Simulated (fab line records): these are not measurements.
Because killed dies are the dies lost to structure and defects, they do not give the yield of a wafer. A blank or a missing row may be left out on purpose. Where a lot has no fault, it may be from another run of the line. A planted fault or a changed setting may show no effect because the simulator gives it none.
Which tool was responsible?	flow sfq_line	42 wafers sampled from 14 lots at 1 step of a route of 325

== WHAT THE GAUGES READ, wafer by wafer ==
The record holds no reading of a measuring or inspecting step that can be judged against a usual standard deviation.

== EACH LOT AND THE TOOL THAT RAN IT (in order: tool; ch and the chambers of the sampled wafers; start) ==
lot	SFQ_TRILAYER_M5_BARC_OPEN_METAL_ETCH_161
L665	rie_metal-01 ch 0,1, day 58 15:00
L666	rie_metal-04 ch 1, day 58 16:12
L667	rie_metal-03 ch 0,1, day 59 03:01
L668	rie_metal-04 ch 0,1, day 59 06:36
L669	rie_metal-01 ch 0,1, day 59 10:13
L670	rie_metal-04 ch 0,1, day 59 11:25
L671	rie_metal-01 ch 0,1, day 59 12:36
L672	rie_metal-01 ch 0,1, day 59 15:00
L678	rie_metal-01 ch 0,1, day 62 04:12
L680	rie_metal-01 ch 0,1, day 62 19:48
L684	rie_metal-03 ch 0,1, day 68 21:36
L685	rie_metal-04 ch 0,1, day 69 04:48
L686	rie_metal-03 ch 1, day 69 07:12
L687	rie_metal-04 ch 0,1, day 69 10:48
- SFQ_TRILAYER_M5_BARC_OPEN_METAL_ETCH_161: etches BARC in O2, target depth 125 nm, time 41.7 s.

== AS READ BY THE TOOLS THEMSELVES (means over the sampled wafers that have a number; for cases with no such wafer, the mark the record gives instead) ==
SFQ_TRILAYER_M5_BARC_OPEN_METAL_ETCH_161. Usual: drypump_motor_current_A 5.5 A, standard deviation 0.48; oes_product_au 0.685 a.u., standard deviation 0.0045; rf_fwd_power_W 594.3 W, standard deviation 2.2.
lot	tool	drypump_motor_current_A (A)	oes_product_au (a.u.)	rf_fwd_power_W (W)	flag
L665	rie_metal-01	5.7	0.678	594.3	
L666	rie_metal-04	5.0	0.685	594.1	
L667	rie_metal-03	5.6	0.681	598.0	
L668	rie_metal-04	5.1	0.687	593.1	
L669	rie_metal-01	5.7	0.682	595.6	
L670	rie_metal-04	5.2	0.687	593.1	
L671	rie_metal-01	5.9	0.685	594.8	
L672	rie_metal-01	5.9	0.685	593.9	
L678	rie_metal-01	5.7	0.685	691.2	OFF
L680	rie_metal-01	5.7	0.688	691.4	OFF
L684	rie_metal-03	5.7	0.685	595.5	
L685	rie_metal-04	5.1	0.686	594.1	
L686	rie_metal-03	4.9	0.685	590.9	
L687	rie_metal-04	5.1	0.687	592.6	

== THE ANSWER, worked out from the rows above alone ==
Rule: a lot counts as off when the mean over its wafers that have a number is more than 3 standard deviations away from the usual mean. A lot without any number at a reading at which 4 lots or more have one is off too. Where the step has rows for the other lots, those lots are counted as sound. Order of review: gauges by route order, followed by the tools' own readings, for which a lot's mean as printed above is used. At the first step where some lot is off, the reading lying furthest off is the one used; lots without a number count as furthest.
Off at SFQ_TRILAYER_M5_BARC_OPEN_METAL_ETCH_161 (rf_fwd_power_W): L678, L680.
A tool fits if, at that step or a process step before it, it ran every lot that is off, and no sound lot after the first of them. One candidate fits, namely rie_metal-01 at SFQ_TRILAYER_M5_BARC_OPEN_METAL_ETCH_161. Its last sound lot is L672 (day 59 15:00), its first lot that is off L678 (day 62 04:12): a fault that began between those two fits.
The tool's own readings at SFQ_TRILAYER_M5_BARC_OPEN_METAL_ETCH_161 bear it out: on the lots that are off they differ by more than 5 times the standard deviation of the sound lots' means. rf_fwd_power_W reads 691.3 W there against 594.2 W on the sound lots.

== WHAT THE SIMULATOR HAD PUT IN ==
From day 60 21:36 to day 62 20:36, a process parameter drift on rie_metal-01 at SFQ_TRILAYER_M5_BARC_OPEN_METAL_ETCH_161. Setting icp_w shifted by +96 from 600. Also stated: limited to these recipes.
Struck lots among those shown: L678, L680. Same finding as the rule above.
